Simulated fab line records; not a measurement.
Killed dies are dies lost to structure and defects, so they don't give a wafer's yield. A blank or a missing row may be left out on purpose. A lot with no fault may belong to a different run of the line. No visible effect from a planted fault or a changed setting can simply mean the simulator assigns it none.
Problem report in the 8D (eight disciplines) form, filled by code	flow sky130	the parts of the form that need people (team, actions taken, sign-off) are left out

== 1. PROBLEM STATEMENT ==
SKY_VT_ADJUST_NCORE_CD_MEAS_07, cd-nm: mean 359.0 nm on 2 wafers (1 lot); fault-free wafers 379.4 nm, standard deviation 2.9. That puts it -7.0 standard deviations away from the usual mean.
The step: target cd 380 nm.
Earliest sighting: wafer L907.4 on cd-sem-02 at day 10 23:55. The record holds 29 wafers of 10 lots with a number at this step. Rule for "out" (also "out of limits"): further than 4 standard deviations from the usual mean. All remaining wafers that have a number are taken as sound.

== 2. WHAT IT IS, WHAT IT ISN'T ==
question	is	is not
which readings at this step	cd-nm	-
which lots	L907	L899, L900, L901, L902, L914, L915, L916, L920, L922
which wafers of those lots	all that have a number	-
read on which gauges	cd-sem-02	cd-sem-01
when	from day 10 23:55	up to then (12 sound wafers); but 15 sound wafers of L914, L915, L916, L920, L922 came after

== 3. WHAT RULES OUT EACH SUSPECT ==
Counting: a tool at a process step up to the reading stays a suspect if it ran every lot that is out and no sound lot after the first of them.
- the gauge at SKY_VT_ADJUST_NCORE_CD_MEAS_07: kept. All the wafers that are out were read on cd-sem-02, and no step on other tools shows them out.
- iline-stepper-02 at SKY_VT_ADJUST_NCORE_EXPOSE_04 (exposes mask LVTN COMPLEMENT THIN, target cd 380 nm): kept. It ran the lot that is out, L907 (day 10 13:44), and no sound lot after that; its last sound lot up to then is L902 (day 9 02:07).
Remaining after the count are iline-stepper-02 at SKY_VT_ADJUST_NCORE_EXPOSE_04 and cd-sem-02 at SKY_VT_ADJUST_NCORE_CD_MEAS_07.

== 4. THE CAUSE (what the simulator had put in) ==
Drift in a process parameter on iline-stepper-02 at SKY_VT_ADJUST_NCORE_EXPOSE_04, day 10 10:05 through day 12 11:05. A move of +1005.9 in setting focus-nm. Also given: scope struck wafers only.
After counting, 2 suspects remain, this tool included.

== 5. THE CHAIN OF EFFECTS, in route order ==
Each row: a reading whose mean over the struck wafers that have a number lies more than 3 standard deviations from the usual. Only readings for which the record gives a usual standard deviation are gone through. hours: the time from each lot's start at the first step in this table that gives one to its start at this step, as a median over the lots. sigmas: the change in usual standard deviations.
hours	step	reading	usual	on struck wafers	change	sigmas
0	SKY_VT_ADJUST_NCORE_CD_MEAS_07	cd-nm	379.4 nm	359.0	-20.4	-7.0

== 6. WHAT WOULD HAVE CAUGHT IT SOONER ==
14 hours passed between the start of the fault at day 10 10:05 and the first reading out of limits at a measuring or inspecting step in this record, taken at day 10 23:55.
Each of the lots that are out, 1 in all, had begun SKY_VT_ADJUST_NCORE_EXPOSE_04 on iline-stepper-02 no later than day 10 23:55. Holding the tool at that point would not have protected any of them.
